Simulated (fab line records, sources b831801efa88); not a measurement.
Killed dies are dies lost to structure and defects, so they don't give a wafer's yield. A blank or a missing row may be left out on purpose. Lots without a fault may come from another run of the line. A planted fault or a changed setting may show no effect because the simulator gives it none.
fab line records | flow sky130
record lots=12 wafers=36 last_day=50
route steps=708 shown VIA3@585 VIA4@652 PASSIVATION@683 PAD_OPEN@708
lots that met no fault: from a run of the same line without faults
start_h: hours from the record's first day to the start of the lot's first wafer shown | wait_h: hours since the lot's step before | " the same as in the row above | L1.1+2: a row that stands for several wafers | - no value, or no start given | * or withheld: withheld | < > ~ a bound
route shown NAME@n: a module of which the file shows steps, and the number in the route of the first | usual: mean/standard deviation of fault-free wafers | same: alike in all rows | chamber/n: place in a boat | sites: the reading at each site | _std_site: their standard deviation | _edge_site: outer sites' mean less inner sites' | radius_mm: how far each site lies from the wafer's centre | mask NAME#n: copy n | behind: the tool/chamber that last shaped the wafer | hold: why the lot was held/for how many hours/how that ended | device: the transistor (n, p or np) that didn't switch | end of line: the same wafers' tests at the end of the route | a step without rows: its recipe alone | killed: dies lost to structure and defects at the first sort, not the wafer's yield | map: a wafer's dies, x killed, . not, _ none there
set.NAME: the setting as run; set.NAME@STEP: as run at that earlier step | model.NAME: the simulator's own value behind a step, which no gauge read
steps of the route over a sample of lots; a table a step, a row a wafer
services: from which hour (start_h, from the record's first day; less than 0 if before it) a tool's chamber was out of use, for how many hours, and why
## steps
# step SKY_VIA3_CD_MEAS_12
# recipe target_cd_nm=200
# usual cd_nm=200.2/1.4
# columns lot.wafer tool chamber start_h wait_h cd_nm
L197.2 cd_sem-01 - 927.28 - 198.1
L197.4 " - " " 197.9
L197.5 " - " " 198.7
L199.2 cd_sem-01 - 937.21 - 199.6
L199.4 " - " " 199.1
L199.5 " - " " 202.3
L198.2 cd_sem-02 - 939.98 - 200.7
L198.5 " - " " 201.7
L198.6 " - " " 202.1
L200.2 cd_sem-02 - 947.63 - 199.9
L200.3 " - " " 201.1
L200.5 " - " " 201.1
L201.2 cd_sem-01 - 957.86 - 201.6
L201.4 " - " " 200.6
L201.6 " - " " 201.9
L204.1 cd_sem-01 - 992.44 - 199.7
L204.2 " - " " 200.7
L204.6 " - " " 202.0
L207.2 cd_sem-02 - 1015.28 - 200.1
L207.5 " - " " 201.3
L207.6 " - " " 200.1
L216.1 cd_sem-01 - 1060.76 - 199.3
L216.3 " - " " 199.1
L216.5 " - " " 200.3
L215.3 cd_sem-02 - 1064.25 - 202.8
L215.4 " - " " 199.8
L215.5 " - " " 199.3
L218.3 cd_sem-02 - 1071.58 - 200.2
L218.4 " - " " 201.4
L218.5 " - " " 201.1
L219.2 cd_sem-01 - 1077.08 - 200.3
L219.3 " - " " 199.1
L219.4 " - " " 199.7
L220.1 cd_sem-02 - 1079.00 - 201.3
L220.3 " - " " 201.5
L220.5 " - " " 200.3
# step SKY_VIA3_OVL_MEAS_13
# usual VIA3_OVL=-2/5.7
# columns lot.wafer tool chamber start_h wait_h VIA3_OVL[nm]
L197.2 overlay-02 - 927.38 0.1 3
L197.4 " - " " -2
L197.5 " - " " -5
L199.2 overlay-02 - 937.32 0.1 1
L199.4 " - " " 0
L199.5 " - " " -3
L198.2 overlay-02 - 940.09 0.1 -6
L198.5 " - " " -5
L198.6 " - " " -7
L200.2 overlay-02 - 947.74 0.1 -6
L200.3 " - " " 6
L200.5 " - " " 2
L201.2 overlay-01 - 957.97 0.1 -5
L201.4 " - " " -1
L201.6 " - " " -2
L204.1 overlay-01 - 992.56 0.1 4
L204.2 " - " " 1
L204.6 " - " " 0
L207.2 overlay-02 - 1015.39 0.1 -7
L207.5 " - " " -2
L207.6 " - " " -6
L216.1 overlay-02 - 1060.88 0.1 -3
L216.3 " - " " -6
L216.5 " - " " -3
L215.3 overlay-02 - 1064.34 0.1 -5
L215.4 " - " " 9
L215.5 " - " " -1
L218.3 overlay-01 - 1071.68 0.1 -10
L218.4 " - " " 0
L218.5 " - " " -2
L219.2 overlay-02 - 1077.19 0.1 9
L219.3 " - " " -5
L219.4 " - " " 9
L220.1 overlay-01 - 1079.12 0.1 0
L220.3 " - " " -1
L220.5 " - " " 2
# step SKY_VIA4_STRIP_13
# recipe chemistry=O2/N2 power_w=1400 pressure_mtorr=1500 platen_temp_c=withheld o2_flow_sccm=3000 n2_flow_sccm=300 overash_fraction=0.5
# usual drypump_motor_current_A=5.7/0.46 oes_product_au=0.710/0.0045 strip_time_to_endpoint_s=12.805/0.025
# columns lot.wafer tool chamber start_h wait_h drypump_motor_current_A oes_product_au rf_hours_counter_h strip_time_to_endpoint_s
L197.2 plasma_asher-02 1 1001.37 - 5.4 0.711 53 12.795
L197.4 " 1 " " 5.5 0.716 - 12.811
L197.5 " 1 " " 5.4 0.704 - 12.803
L199.2 plasma_asher-04 0 1010.62 - 5.9 0.708 121 12.778
L199.4 " 0 " " 5.9 0.716 - 12.796
L199.5 " 1 " " 5.0 0.713 - 12.818
L198.2 plasma_asher-04 0 1015.02 - 5.9 0.707 122 12.844
L198.5 " 1 " " 4.9 0.709 - 12.798
L198.6 " 0 " " 5.9 0.707 - 12.789
L200.2 plasma_asher-02 1 1020.49 - 5.4 0.711 55 12.790
L200.3 " 1 " " 5.4 0.706 - 12.800
L200.5 " 0 " " 6.3 0.711 - 12.816
L201.2 plasma_asher-03 0 1031.42 - 5.9 0.712 90 12.810
L201.4 " 0 " " 5.9 0.715 - 12.834
L201.6 " 1 " " 5.6 0.706 - 12.829
L204.1 plasma_asher-02 0 1063.32 - 6.3 0.712 59 12.792
L204.2 " 1 " " 5.4 0.718 59 12.818
L204.6 " 0 " " 6.3 0.718 - 12.790
L207.2 plasma_asher-04 1 1083.40 - 5.0 0.706 2 12.771
L207.5 " 1 " " 4.9 0.705 - 12.804
L207.6 " 0 " " 5.9 0.706 - 12.783
L216.1 plasma_asher-03 1 1125.17 - 5.6 0.708 99 12.835
L216.3 " 0 " " 5.9 0.713 - 12.780
L216.5 " 0 " " 5.9 0.714 - 12.838
L215.3 plasma_asher-02 0 1128.35 - 6.3 0.714 - 12.776
L215.4 " 1 " " 5.4 0.710 - 12.774
L215.5 " 1 " " 5.4 0.707 - 12.786
L218.3 plasma_asher-03 0 1135.33 - 5.9 0.707 - 12.801
L218.4 " 1 " " 5.7 0.709 - 12.812
L218.5 " 0 " " 5.9 0.702 - 12.771
L219.2 plasma_asher-02 1 1139.39 - 5.4 0.706 66 12.813
L219.3 " 0 " " 6.3 0.718 - 12.803
L219.4 " 1 " " 5.4 0.710 - 12.814
L220.1 plasma_asher-04 1 1140.60 - 5.0 0.717 7 12.784
L220.3 " 0 " " 5.9 0.708 - 12.794
L220.5 " 1 " " 5.0 0.717 - 12.776
# step SKY_PASSIVATION_CVD_02
# recipe material=Si3N4 target_thk_nm=540 temp_c=400 time_s=withheld rf_w=450
# usual heater_power_outer_w=473/92 heater_power_w=778/140
# columns lot.wafer tool chamber start_h wait_h heater_power_outer_w heater_power_w
L197.2 pecvd-01 2 1027.10 0.0 535 915
L197.4 " 1 " " 255 423
L197.5 " 0 " " 552 911
L199.2 pecvd-02 1 1034.95 0.0 573 875
L199.4 " 0 " " 539 846
L199.5 " 1 " " 578 869
L198.2 pecvd-03 1 1039.29 0.0 518 856
L198.5 " 2 " " 360 652
L198.6 " 1 " " 401 718
L200.2 pecvd-02 2 1045.03 0.0 525 912
L200.3 " 0 " " 500 800
L200.5 " 2 " " 412 729
L201.2 pecvd-02 0 1056.39 0.0 584 913
L201.4 " 1 " " 573 899
L201.6 " 2 " " 517 891
L204.1 pecvd-02 0 1087.46 0.1 493 770
L204.2 " 1 " " 538 829
L204.6 " 1 " " 550 865
L207.2 pecvd-01 1 1106.08 0.0 315 501
L207.5 " 2 " " 507 879
L207.6 " 1 " " 333 525
L216.1 pecvd-01 1 1146.54 0.1 - -
L216.3 " 2 " " - -
L216.5 " 2 " " - -
L215.3 pecvd-01 1 1149.67 0.0 - -
L215.4 " 1 " " - -
L215.5 " 2 " " - -
L218.3 pecvd-03 1 1155.62 0.0 427 730
L218.4 " 2 " " 354 634
L218.5 " 0 " " 437 731
L219.2 pecvd-01 2 1159.83 0.0 544 908
L219.3 " 1 " " 270 436
L219.4 " 0 " " 510 827
L220.1 pecvd-03 0 1161.64 0.1 407 680
L220.3 " 2 " " 401 720
L220.5 " 1 " " 469 792
# step SKY_PAD_OPEN_PROBE_99
# usual defect_limited_yield=82.4/1.7 killed_at_M0_to_M3=44/6.9 killed_at_M4_up=3.3/1.7 killed_at_contacts=24/4.7 killed_at_front_end=15/4.5 killed_at_other=0.2/0.49 killed_dies=86/8.4 killed_on_rim=17/4.2 killed_open=47/6.5 killed_short=39/6 sort_bin_3_pad_short=0.9/0.4 sort_bin_5_function=10.4/1.5 sort_bin_6_memory=6.3/1 sort_n_pass=406/8.4 sort_yield_pct=82.4/1.7
# same gross_dies=492 killed_at_back_side=0 sort_bin_4_leakage[%]=0 sort_bin_8_speed[%]=0
# columns lot.wafer tool chamber start_h wait_h defect_limited_yield[%] killed_at_M0_to_M3 killed_at_M4_up killed_at_contacts killed_at_front_end killed_at_other killed_dies killed_on_rim killed_open killed_short sort_bin_3_pad_short[%] sort_bin_5_function[%] sort_bin_6_memory[%] sort_n_pass sort_yield_pct[%]
L197.2 prober-01 - 1072.81 0.1 82.5 39 3 29 15 0 86 20 41 45 0.6 10.6 6.3 406 82.5
L197.4 prober-01 - 1072.91 0.2 81.5 40 4 25 22 0 91 12 54 37 1.0 10.4 7.1 401 81.5
L197.5 prober-01 - 1072.96 0.2 80.9 46 4 26 16 2 94 21 50 44 1.0 10.6 7.5 398 80.9
L199.2 prober-02 - 1080.72 0.1 82.7 47 1 21 15 1 85 17 42 43 1.2 12.2 3.9 407 82.7
L199.4 prober-02 - 1080.82 0.2 80.1 47 4 27 20 0 98 20 53 45 1.6 10.4 7.9 394 80.1
L199.5 prober-02 - 1080.87 0.2 81.5 45 3 23 20 0 91 15 48 43 0.6 10.2 7.7 401 81.5
L198.2 prober-01 - 1084.48 0.1 84.8 44 1 24 6 0 75 13 39 36 1.0 8.9 5.3 417 84.8
L198.5 prober-01 - 1084.63 0.2 80.9 55 4 22 13 0 94 23 57 37 0.8 12.0 6.3 398 80.9
L198.6 prober-01 - 1084.68 0.2 82.5 53 5 20 7 1 86 21 56 30 0.6 9.3 7.5 406 82.5
L200.2 prober-02 - 1090.85 0.1 83.3 41 4 24 13 0 82 14 44 38 1.0 10.8 4.9 410 83.3
L200.3 prober-02 - 1090.90 0.2 80.1 53 3 23 18 1 98 24 54 44 1.6 11.8 6.5 394 80.1
L200.5 prober-02 - 1091.00 0.2 83.3 42 5 20 15 0 82 16 45 37 0.2 11.4 5.1 410 83.3
L201.2 prober-01 - 1101.48 0.1 81.1 46 2 26 19 0 93 20 58 35 1.2 11.0 6.7 399 81.1
L201.4 prober-01 - 1101.58 0.2 83.1 47 2 21 13 0 83 13 53 30 0.4 8.1 8.3 409 83.1
L201.6 prober-01 - 1101.68 0.2 83.7 37 4 26 12 1 80 14 49 31 1.0 8.9 6.3 412 83.7
L204.1 prober-01 - 1129.34 0.1 82.5 37 2 31 15 1 86 15 54 32 1.2 11.2 5.1 406 82.5
L204.2 prober-01 - 1129.39 0.1 82.9 37 1 20 25 1 84 17 40 44 0.8 11.2 5.1 408 82.9
L204.6 prober-01 - 1129.59 0.2 84.3 41 4 16 16 0 77 10 36 41 1.2 7.1 7.3 415 84.3
L207.2 prober-02 - 1146.87 0.1 83.9 45 3 22 9 0 79 16 45 34 0.8 8.7 6.5 413 83.9
L207.5 prober-02 - 1147.02 0.2 83.3 40 3 29 10 0 82 16 46 36 1.0 10.0 5.7 410 83.3
L207.6 prober-02 - 1147.07 0.2 84.1 30 1 29 17 1 78 8 52 26 0.6 9.6 5.7 414 84.1
L216.1 prober-02 - 1183.93 0.1 81.9 50 6 23 10 0 89 24 52 37 0.6 10.4 7.1 403 81.9
L216.3 prober-02 - 1184.03 0.2 83.5 41 4 23 13 0 81 15 47 34 0.6 9.6 6.3 411 83.5
L216.5 prober-02 - 1184.13 0.2 83.7 38 1 17 24 0 80 15 47 33 1.2 7.9 7.1 412 83.7
L215.3 prober-01 - 1186.03 0.2 82.7 34 4 26 21 0 85 14 55 30 0.6 9.8 6.9 407 82.7
L215.4 prober-01 - 1186.08 0.2 80.9 40 3 26 25 0 94 17 47 47 1.4 12.6 5.1 398 80.9
L215.5 prober-01 - 1186.13 0.2 82.5 44 3 21 18 0 86 8 40 46 1.0 9.1 7.3 406 82.5
L218.3 prober-01 - 1192.16 0.2 83.5 37 3 23 18 0 81 18 40 41 0.8 9.6 6.1 411 83.5
L218.4 prober-01 - 1192.21 0.2 82.5 37 5 25 19 0 86 20 49 37 0.8 10.4 6.3 406 82.5
L218.5 prober-01 - 1192.26 0.2 82.9 36 4 22 21 1 84 13 44 40 1.0 10.0 6.1 408 82.9
L219.2 prober-02 - 1195.52 0.1 78.9 56 3 30 15 0 104 20 53 51 0.6 13.2 7.3 388 78.9
L219.3 prober-02 - 1195.57 0.2 84.1 37 7 19 15 0 78 17 41 37 1.4 9.1 5.3 414 84.1
L219.4 prober-02 - 1195.62 0.2 82.1 44 3 25 16 0 88 26 48 40 0.8 12.2 4.9 404 82.1
L220.1 prober-01 - 1196.88 0.1 79.5 58 6 20 17 0 101 23 47 54 0.6 13.4 6.5 391 79.5
L220.3 prober-01 - 1196.98 0.2 80.9 48 3 27 16 0 94 20 56 38 0.4 12.2 6.5 398 80.9
L220.5 prober-01 - 1197.08 0.2 86.4 33 5 13 16 0 67 12 36 31 0.4 7.1 6.1 425 86.4
# killed by level:class
L197.2 CONTACT:geometric_particle:open=15 METAL1:geometric_particle:short=9 VIA1:geometric_particle:open=7 METAL2:geometric_particle:short=6 FIELD_ISO:geometric_particle:short=5 SPACER:geometric_particle:short=4 LI_CONTACT:geometric_particle:short=4 LI_CONTACT:geometric_particle:open=4
L197.4 VIA3:geometric_particle:open=9 CONTACT:geometric_particle:open=8 FIELD_ISO:geometric_particle:open=7 VIA1:geometric_particle:open=7 METAL2:geometric_particle:short=7 FIELD_ISO:geometric_particle:short=6 CONTACT:geometric_particle:short=6 POLY_GATE:geometric_particle:open=5
L197.5 VIA1:geometric_particle:short=12 CONTACT:geometric_particle:open=10 VIA1:geometric_particle:open=9 VIA2:geometric_particle:open=7 FIELD_ISO:geometric_particle:open=6 FIELD_ISO:geometric_particle:short=6 LI_CONTACT:geometric_particle:open=6 CONTACT:geometric_particle:short=5
L199.2 METAL1:geometric_particle:short=8 VIA3:geometric_particle:open=8 LI_CONTACT:geometric_particle:open=6 METAL2:geometric_particle:short=6 VIA1:geometric_particle:open=6 LI_CONTACT:geometric_particle:short=5 VIA2:geometric_particle:open=5 POLY_GATE:geometric_particle:open=4
L199.4 LI_CONTACT:geometric_particle:open=10 FIELD_ISO:geometric_particle:short=9 CONTACT:geometric_particle:open=9 VIA1:geometric_particle:open=9 VIA2:geometric_particle:open=9 VIA3:geometric_particle:short=8 POLY_GATE:geometric_particle:short=5 LOCAL_INTERCONNECT:geometric_particle:short=5
L199.5 VIA2:geometric_particle:open=10 METAL1:geometric_particle:short=9 VIA1:geometric_particle:open=8 POLY_GATE:geometric_particle:short=7 CONTACT:geometric_particle:open=6 FIELD_ISO:geometric_particle:short=4 LI_CONTACT:geometric_particle:open=4 LOCAL_INTERCONNECT:geometric_particle:short=4
L198.2 VIA1:geometric_particle:open=9 VIA2:geometric_particle:open=8 CONTACT:geometric_particle:short=7 CONTACT:geometric_particle:open=7 VIA3:geometric_particle:open=7 METAL3:geometric_particle:short=6 LI_CONTACT:geometric_particle:open=4 LOCAL_INTERCONNECT:geometric_particle:short=4
L198.5 VIA1:geometric_particle:open=19 CONTACT:geometric_particle:open=10 VIA2:geometric_particle:open=8 LI_CONTACT:geometric_particle:open=7 METAL2:geometric_particle:short=6 VIA3:geometric_particle:open=5 FIELD_ISO:geometric_particle:open=4 POLY_GATE:geometric_particle:short=4
L198.6 VIA1:geometric_particle:open=15 VIA2:geometric_particle:open=9 CONTACT:geometric_particle:open=9 LI_CONTACT:geometric_particle:open=5 VIA3:geometric_particle:open=5 METAL1:geometric_particle:short=4 METAL2:geometric_particle:short=4 SPACER:geometric_particle:short=3
L200.2 VIA1:geometric_particle:open=15 CONTACT:geometric_particle:open=7 LOCAL_INTERCONNECT:geometric_particle:short=5 METAL2:geometric_particle:short=5 FIELD_ISO:geometric_particle:open=4 FIELD_ISO:geometric_particle:short=4 CONTACT:geometric_particle:short=4 VIA3:geometric_particle:open=4
L200.3 VIA1:geometric_particle:open=13 CONTACT:geometric_particle:open=10 VIA2:geometric_particle:open=10 VIA3:geometric_particle:open=7 METAL2:geometric_particle:short=7 CONTACT:geometric_particle:short=6 POLY_GATE:geometric_particle:short=5 SPACER:geometric_particle:short=5
L200.5 CONTACT:geometric_particle:open=12 VIA2:geometric_particle:open=8 VIA1:geometric_particle:short=7 VIA1:geometric_particle:open=6 POLY_GATE:geometric_particle:short=5 METAL2:geometric_particle:short=5 FIELD_ISO:geometric_particle:open=4 METAL1:geometric_particle:short=4
L201.2 VIA1:geometric_particle:open=15 CONTACT:geometric_particle:open=9 VIA2:geometric_particle:open=8 VIA3:geometric_particle:open=7 LI_CONTACT:geometric_particle:open=6 CONTACT:geometric_particle:short=6 METAL2:geometric_particle:short=6 FIELD_ISO:geometric_particle:open=5
L201.4 VIA1:geometric_particle:open=13 CONTACT:geometric_particle:open=11 VIA3:geometric_particle:open=8 METAL2:geometric_particle:short=5 FIELD_ISO:geometric_particle:open=4 LOCAL_INTERCONNECT:geometric_particle:open=4 VIA1:geometric_particle:short=4 VIA2:geometric_particle:open=4
L201.6 CONTACT:geometric_particle:open=11 VIA2:geometric_particle:open=8 FIELD_ISO:geometric_particle:open=6 LI_CONTACT:geometric_particle:open=6 VIA1:geometric_particle:open=6 METAL4:geometric_particle:short=4 LI_CONTACT:geometric_particle:short=4 CONTACT:geometric_particle:short=4
L204.1 CONTACT:geometric_particle:open=14 LI_CONTACT:geometric_particle:open=9 VIA1:geometric_particle:open=9 POLY_GATE:geometric_particle:open=6 LI_CONTACT:geometric_particle:short=5 METAL1:geometric_particle:short=5 METAL3:geometric_particle:short=4 METAL2:geometric_particle:short=4
L204.2 VIA1:geometric_particle:open=9 FIELD_ISO:geometric_particle:open=8 FIELD_ISO:geometric_particle:short=8 METAL1:geometric_particle:short=8 METAL2:geometric_particle:short=5 CONTACT:geometric_particle:short=5 VIA2:geometric_particle:open=5 LI_CONTACT:geometric_particle:open=4
L204.6 VIA1:geometric_particle:open=9 CONTACT:geometric_particle:short=5 CONTACT:geometric_particle:open=5 METAL1:geometric_particle:short=5 VIA3:geometric_particle:open=5 METAL2:geometric_particle:short=5 FIELD_ISO:geometric_particle:short=4 POLY_GATE:geometric_particle:open=4
L207.2 VIA2:geometric_particle:open=9 LI_CONTACT:geometric_particle:open=8 VIA1:geometric_particle:open=7 CONTACT:geometric_particle:open=7 VIA3:geometric_particle:open=7 METAL1:geometric_particle:short=5 VIA3:geometric_particle:short=5 VIA1:geometric_particle:short=4
L207.5 CONTACT:geometric_particle:open=10 LI_CONTACT:geometric_particle:open=8 VIA1:geometric_particle:open=8 VIA3:geometric_particle:open=8 VIA2:geometric_particle:open=5 LOCAL_INTERCONNECT:geometric_particle:short=5 METAL2:geometric_particle:short=5 VIA2:geometric_particle:short=5
L207.6 LI_CONTACT:geometric_particle:open=12 CONTACT:geometric_particle:open=10 VIA1:geometric_particle:open=7 POLY_GATE:geometric_particle:short=6 VIA2:geometric_particle:open=6 FIELD_ISO:geometric_particle:open=5 VIA3:geometric_particle:open=5 POLY_GATE:geometric_particle:open=3
L216.1 VIA1:geometric_particle:open=14 CONTACT:geometric_particle:open=7 LI_CONTACT:geometric_particle:open=7 VIA3:geometric_particle:open=5 METAL1:geometric_particle:short=5 METAL1:geometric_particle:open=5 VIA2:geometric_particle:open=5 FIELD_ISO:geometric_particle:open=4
L216.3 VIA1:geometric_particle:open=17 CONTACT:geometric_particle:open=8 CONTACT:geometric_particle:short=6 VIA2:geometric_particle:open=6 LI_CONTACT:geometric_particle:open=5 METAL1:geometric_particle:short=5 FIELD_ISO:geometric_particle:short=4 VIA2:geometric_particle:short=4
L216.5 VIA1:geometric_particle:open=16 FIELD_ISO:geometric_particle:open=9 FIELD_ISO:geometric_particle:short=6 LI_CONTACT:geometric_particle:open=6 VIA2:geometric_particle:short=4 CONTACT:geometric_particle:open=4 METAL1:geometric_particle:short=4 METAL2:geometric_particle:short=4
L215.3 CONTACT:geometric_particle:open=13 VIA1:geometric_particle:open=11 LI_CONTACT:geometric_particle:open=7 VIA2:geometric_particle:open=7 FIELD_ISO:geometric_particle:short=5 VIA1:geometric_particle:short=5 FIELD_ISO:geometric_particle:open=4 VIA3:geometric_particle:open=4
L215.4 CONTACT:geometric_particle:open=8 VIA1:geometric_particle:open=8 POLY_GATE:geometric_particle:short=7 LI_CONTACT:geometric_particle:open=6 VIA1:geometric_particle:short=6 FIELD_ISO:geometric_particle:short=5 LOCAL_INTERCONNECT:geometric_particle:short=5 POLY_GATE:geometric_particle:open=5
L215.5 METAL1:geometric_particle:short=7 LI_CONTACT:geometric_particle:short=6 VIA1:geometric_particle:open=6 VIA3:geometric_particle:open=6 CONTACT:geometric_particle:short=5 FIELD_ISO:geometric_particle:open=4 CONTACT:geometric_particle:open=4 POLY_GATE:geometric_particle:short=4
L218.3 CONTACT:geometric_particle:open=12 VIA2:geometric_particle:short=7 VIA1:geometric_particle:open=5 METAL2:geometric_particle:short=5 VIA2:geometric_particle:open=5 POLY_GATE:geometric_particle:open=4 LI_CONTACT:geometric_particle:open=4 CONTACT:geometric_particle:short=4
L218.4 CONTACT:geometric_particle:open=10 VIA1:geometric_particle:open=8 FIELD_ISO:geometric_particle:short=7 VIA2:geometric_particle:open=7 VIA3:geometric_particle:open=6 FIELD_ISO:geometric_particle:open=5 VIA3:geometric_particle:short=5 LI_CONTACT:geometric_particle:open=5
L218.5 VIA1:geometric_particle:open=11 LI_CONTACT:geometric_particle:open=7 POLY_GATE:geometric_particle:open=6 CONTACT:geometric_particle:open=6 VIA2:geometric_particle:open=6 FIELD_ISO:geometric_particle:short=4 POLY_GATE:geometric_particle:short=4 CONTACT:geometric_particle:short=4
L219.2 VIA1:geometric_particle:open=15 CONTACT:geometric_particle:open=11 METAL1:geometric_particle:short=8 FIELD_ISO:geometric_particle:short=7 LI_CONTACT:geometric_particle:open=7 VIA3:geometric_particle:open=7 VIA1:geometric_particle:short=6 CONTACT:geometric_particle:short=5
L219.3 CONTACT:geometric_particle:open=11 METAL1:geometric_particle:short=7 VIA1:geometric_particle:open=7 POLY_GATE:geometric_particle:short=6 VIA3:geometric_particle:short=6 METAL4:geometric_particle:short=6 LI_CONTACT:geometric_particle:open=5 VIA3:geometric_particle:open=5
L219.4 LI_CONTACT:geometric_particle:open=9 CONTACT:geometric_particle:open=9 VIA1:geometric_particle:open=8 VIA1:geometric_particle:short=7 FIELD_ISO:geometric_particle:open=5 METAL1:geometric_particle:short=5 VIA3:geometric_particle:open=5 VIA3:geometric_particle:short=5
L220.1 VIA1:geometric_particle:open=13 VIA1:geometric_particle:short=10 VIA3:geometric_particle:open=9 LI_CONTACT:geometric_particle:open=7 CONTACT:geometric_particle:short=6 METAL4:geometric_particle:short=6 POLY_GATE:geometric_particle:open=5 METAL1:geometric_particle:short=5
L220.3 VIA1:geometric_particle:open=19 CONTACT:geometric_particle:open=12 METAL1:geometric_particle:short=8 CONTACT:geometric_particle:short=6 FIELD_ISO:geometric_particle:open=5 LI_CONTACT:geometric_particle:open=5 VIA1:geometric_particle:short=4 VIA2:geometric_particle:open=4
L220.5 VIA2:geometric_particle:open=8 VIA1:geometric_particle:open=8 FIELD_ISO:geometric_particle:short=6 METAL2:geometric_particle:short=5 LI_CONTACT:geometric_particle:open=5 METAL1:geometric_particle:short=5 POLY_GATE:geometric_particle:open=4 CONTACT:geometric_particle:open=4
## services
# columns tool chamber start_h hours kind
plasma_asher-02 - 979.59 2.8 pm
plasma_asher-02 - 1009.30 3.3 repair
pecvd-03 2 1014.44 5.5 scheduled_down
pecvd-02 - 1039.31 0.5 repair
plasma_asher-03 - 1048.70 0.7 repair
plasma_asher-03 - 1052.56 2.0 repair
pecvd-02 0 1053.81 2.1 scheduled_down
plasma_asher-04 - 1055.25 9.0 pm
plasma_asher-04 0 1055.25 9.0 vent_cycle
plasma_asher-04 1 1055.25 9.0 vent_cycle
plasma_asher-04 0 1064.25 - clean
plasma_asher-04 1 1064.25 - clean
pecvd-02 2 1075.02 2.1 scheduled_down
pecvd-01 0 1081.88 2.1 scheduled_down
pecvd-03 - 1087.35 1.0 repair
plasma_asher-02 - 1102.52 1.6 repair
pecvd-02 - 1106.00 6.0 pm
plasma_asher-04 - 1110.06 2.8 pm
pecvd-03 0 1119.82 16.5 scheduled_down
plasma_asher-03 - 1129.10 1.5 repair
## key
first_sign step=SKY_PASSIVATION_CVD_02 reading=tool_record direction=missing
effect none on later readings
met_at SKY_PASSIVATION_CVD_02
struck_lots L215,L216
not_acting_at SKY_VIA3_CD_MEAS_12,SKY_VIA3_OVL_MEAS_13,SKY_VIA4_STRIP_13
onset_between 1106.08 1146.54
fault kind=skipped_step_whole tool=pecvd-01 chamber=- onset_h=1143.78 steps=SKY_PASSIVATION_CVD_02 scope=struck_lots_only
